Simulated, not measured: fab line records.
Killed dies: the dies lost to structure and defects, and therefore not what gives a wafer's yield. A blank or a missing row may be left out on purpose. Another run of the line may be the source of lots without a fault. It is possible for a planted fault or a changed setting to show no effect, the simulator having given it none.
The tool behind it: which one? | flow sfq line | 7 lots with 21 wafers sampled at 2 steps, on a route of 325 steps

## WHAT THE GAUGES SHOWED, per wafer
SFQ_L0_RS_MEAS_901: measures by four-point-probe.
lot  | measured    | on            | L0_MONX_KI_RS (ohm/sq)
L582 | day 1 22:34 | film metro-01 | 42.2 41.7 41.7
L585 | day 2 13:34 | film metro-02 | 42.2 42.5 42.0
L587 | day 2 23:37 | film metro-04 | 42.0 41.9 42.6
L592 | day 4 00:35 | film metro-04 | 42.4 42.5 42.1
L594 | day 4 10:34 | film metro-04 | 41.9 49.4 41.7
L601 | day 5 21:34 | film metro-04 | 42.4 42.2 42.4
L603 | day 6 07:34 | film metro-01 | 42.2 42.6 42.5

## EACH LOT AND THE TOOL THAT RAN IT (in order: tool; ch and the chambers of the sampled wafers; start)
lot  | SFQ_TRILAYER_L0_DEP_SPUTTER_003
L582 | pvd sputter-05, day 1 22:29
L585 | pvd sputter-03, day 2 13:29
L587 | pvd sputter-06, day 2 23:29
L592 | pvd sputter-05, day 4 00:29
L594 | pvd sputter-06, day 4 10:29
L601 | pvd sputter-05, day 5 21:29
L603 | pvd sputter-05, day 6 07:29
- SFQ_TRILAYER_L0_DEP_SPUTTER_003: material MoNx KI, target thk 40 nm, time 102.5 s.

## THE ANSWER, worked out from the rows above alone
Rule: what is usual is taken from the lots themselves. Put in order of their means at a reading, lots are off if they are a third of the lots or fewer, leave a main group of 4 or more, and stand apart from it by a gap of 3 or more times the standard deviation of the main group's means; of several such gaps the widest counts. A main group is skipped when, at the precision printed for the reading in the tables above, its means are all equal. Also off: a lot with no number at a reading for which 4 or more lots have one. Any other lot the step has rows for is counted as sound.
Off: L594, at SFQ_L0_RS_MEAS_901 (L0_MONX_KI_RS). Mean 42.2 ohm/sq and standard deviation 0.18 in the main group.
If a tool, at a process step before that reading, ran all the lots that are off and no sound lot after the first of them, it fits. Gauges at SFQ_L0_RS_MEAS_901: tried the same way as those tools. One fits: pvd sputter-06 at SFQ_TRILAYER_L0_DEP_SPUTTER_003. Its last sound lot is L587 (day 2 23:29), its first lot that is off L594 (day 4 10:29): a fault that began between those two fits.

## WHAT THE SIMULATOR PUT IN
Site profile drift: pvd sputter-06, from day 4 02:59 on, at SFQ_TRILAYER_L0_DEP_SPUTTER_003. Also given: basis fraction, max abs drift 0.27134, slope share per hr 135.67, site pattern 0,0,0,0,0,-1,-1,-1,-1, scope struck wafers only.
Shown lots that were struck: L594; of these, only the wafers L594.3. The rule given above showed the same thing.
